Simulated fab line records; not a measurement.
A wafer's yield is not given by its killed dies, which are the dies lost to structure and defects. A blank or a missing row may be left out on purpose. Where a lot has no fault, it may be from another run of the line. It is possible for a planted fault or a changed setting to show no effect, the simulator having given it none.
Struck lot and sound lot, side by side || flow gf180mcu || 22 steps out of a route of 602
Sound: the wafers L440.1, L440.4, L440.5. Wafers L436.1, L436.3, L436.6 were the ones struck. At the end, the cause is stated.
Order at every step that has rows: each side's tool, ch and its chambers, its first start. Under that, the readings that differ: sound wafers || struck wafers || difference of the means || sigmas: that difference in standard deviations of wafers without a fault.
alike: a reading whose means differ by less than 2 such deviations, as well as words and numbers matching on both sides. not compared: withheld readings; readings where some wafer has no value; bounds like >300 that might hide an equal value; numbers whose values overlap and for which the record gives no deviation.
A row with sigmas, a row that says differs or no value, or rows on one side alone: a step with any of these is where the two part. Numbers that have no deviation but don't overlap get no sigmas and don't part them. A reading missing from all wafers of one side parts the sides only when that side holds two or more wafers.

first, 4 steps without rows for these wafers: GF_TOP_METAL_SOFTBAKE_10 (time 60 s); GF_TOP_METAL_EXPOSE_11 (exposes mask MetalTop, target cd 440 nm); GF_TOP_METAL_PEB_12; GF_TOP_METAL_DEVELOP_13 (develop time 61.4 s).
GF_TOP_METAL_CD_MEAS_14: the cd target is 440 nm.
  sound on cd-sem-01 at day 32 06:16; struck on cd-sem-02 at day 30 21:23
  alike: cd-nm
GF_TOP_METAL_OVL_MEAS_15:
  sound on overlay-01 at day 32 06:23; struck on overlay-02 at day 30 21:31
  alike: TOP_METAL_OVL
GF_TOP_METAL_METAL_ETCH_16: etches the open film in Cl2/BCl3, stops on SiO2, target depth 1077.5 nm, time 179.6 s.
  sound on rie-metal-02 ch 0, day 32 06:25; struck on rie-metal-04 ch 0,1, day 30 21:32
  alike: drypump-motor-current-A, oes-product-au, throttle-valve-pct
  not compared: rf-hours-counter-h
GF_TOP_METAL_STRIP_17: strips in O2/N2.
  sound on plasma-asher-02 ch 0,1, day 32 06:46; struck on plasma-asher-01 ch 1, day 30 21:43
  alike: drypump-motor-current-A, heater-power-w, o2-flow-sccm, oes-product-au, strip-time-to-endpoint-s
  not compared: rf-hours-counter-h
then, 2 steps without rows for these wafers: GF_TOP_METAL_STRIP_18 (strips in post etch residue remover, time 1200 s); GF_TOP_METAL_CLEAN_19 (cleans in DIW).
GF_PASSIVATION_CVD_00: deposits SiO2 from TEOS, target thk 1000 nm, time 111.95 s.
  sound on pecvd-02 ch 0,1, day 32 07:19; struck on pecvd-03 ch 1,2, day 30 22:15
  alike: heater-power-outer-w, heater-power-w, susceptor-temp-C
GF_PASSIVATION_THK_MEAS_01:
  sound on film-metro-04 at day 32 07:23; struck on film-metro-02 at day 30 22:20
  alike: PASSIVATION_CVD_00_THK
GF_PASSIVATION_CVD_02: deposits Si3N4, target thk 700 nm, time 486.18 s.
  sound on pecvd-03 ch 0,1, day 32 07:27; struck on pecvd-01 ch 1,2, day 30 22:23
  no value came back on the struck wafers for heater-power-outer-w (W), heater-power-w (W), susceptor-temp-C (C); on the sound wafers heater-power-outer-w (W) reads 401 435 335
then, 7 steps without rows for these wafers: GF_PASSIVATION_DEHYDRATE_04 (time 60 s); GF_PASSIVATION_HMDS_05 (prime time 60 s); GF_PASSIVATION_COAT_06 (resist thk 4000 nm); GF_PASSIVATION_SOFTBAKE_07; GF_PASSIVATION_EXPOSE_08 (exposes mask Pad, target cd 40000 nm); GF_PASSIVATION_PEB_09; GF_PASSIVATION_DEVELOP_10 (develop time 60 s).
GF_PASSIVATION_ETCH_11: etches the open film in CF4/O2, stops on TiN, target depth 1800 nm, time 400 s.
  sound on rie-diel-03 ch 2,3, day 32 23:48; struck on rie-diel-04 ch 0,3, day 31 16:03
{"reading": "oes-product-au (a.u.)", "sound": "0.967 0.970 0.967", "struck": "0.982 0.981 0.991", "difference": "+0.017", "sigmas": "+2"}
{"reading": "model.etch.depth-nm (nm)", "sound": "1707 1717 1722", "struck": "1782 1800 1788", "difference": "+75", "sigmas": ""}
{"reading": "model.PASSIVATION.feature-depth-nm (nm)", "sound": "1707 1717 1722", "struck": "1782 1800 1788", "difference": "+75", "sigmas": ""}
  alike: drypump-motor-current-A, throttle-valve-pct
  not compared: rf-hours-counter-h
GF_PASSIVATION_STRIP_12: strips in O2/N2.
  sound on plasma-asher-01 ch 0,1, day 33 00:02; struck on plasma-asher-03 ch 0,1, day 31 16:17
  alike: drypump-motor-current-A, heater-power-w, o2-flow-sccm, oes-product-au, strip-time-to-endpoint-s
  not compared: rf-hours-counter-h

WHERE THEY PART
At GF_PASSIVATION_CVD_02 first; at GF_PASSIVATION_ETCH_11 last (within this record only). Later steps at which nothing parts them and some readings are alike: GF_PASSIVATION_STRIP_12.

WHY: whatever the simulator had introduced
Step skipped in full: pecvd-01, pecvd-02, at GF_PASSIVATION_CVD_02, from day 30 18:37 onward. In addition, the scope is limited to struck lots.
